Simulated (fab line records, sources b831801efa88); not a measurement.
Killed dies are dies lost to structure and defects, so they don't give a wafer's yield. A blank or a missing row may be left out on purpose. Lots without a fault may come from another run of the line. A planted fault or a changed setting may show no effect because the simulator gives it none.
Chamber matching | flow sky130 | SKY_VIA3_HDPCVD_00 on hdpcvd-02: 3 sister chambers
The step deposits SiO2, target thk 1635 nm, time 272.5 s. 6 wafers are shown with their chamber, then 8 later ones without.

WAFERS WITH THEIR CHAMBER
wafer  | chamber | run_length_s (s)
L464.2 | 1       | 300.6
L469.4 | 2       | 299.8
L471.1 | 2       | 299.8
L471.3 | 0       | 300.5
L471.4 | 0       | 299.8
L476.4 | 1       | 300.9

WAFERS WITHOUT THEIR CHAMBER
wafer  | run_length_s (s)
L476.5 | 300.0
L476.6 | 299.8
L478.1 | 299.7
L478.3 | 301.4
L478.4 | 299.6
L477.1 | 300.4
L477.2 | 300.2
L477.4 | 300.0

WHICH CHAMBER EACH WENT THROUGH
wafer  | from the rows above          | in truth
L476.5 | can't be placed: 0 or 2 or 1 | 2
L476.6 | can't be placed: 2 or 0      | 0
L478.1 | can't be placed: 2 or 0      | 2
L478.3 | can't be placed: 1 or 0      | 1
L478.4 | can't be placed: 2 or 0      | 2
L477.1 | can't be placed: 0 or 1 or 2 | 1
L477.2 | can't be placed: 0 or 2 or 1 | 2
L477.4 | can't be placed: 0 or 2 or 1 | 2
Placed correctly: 0 of 8. Can't be placed from these rows: 8 (the true chamber is among the candidates in 8). Placed wrongly: 0.
How it was worked out, from the rows above alone: a wafer's distance from a chamber is the root of the sum, over the readings, of the square of ((its reading less the chamber's mean) divided by the reading's scatter). The wafer belongs to the nearest chamber; if the next one is less than 2 further off, it can't be placed. A chamber's mean is the mean of its shown wafers. The scatter: the root of (the sum of the squares of (reading less its chamber's mean) over the shown wafers, divided by (wafers less chambers)).
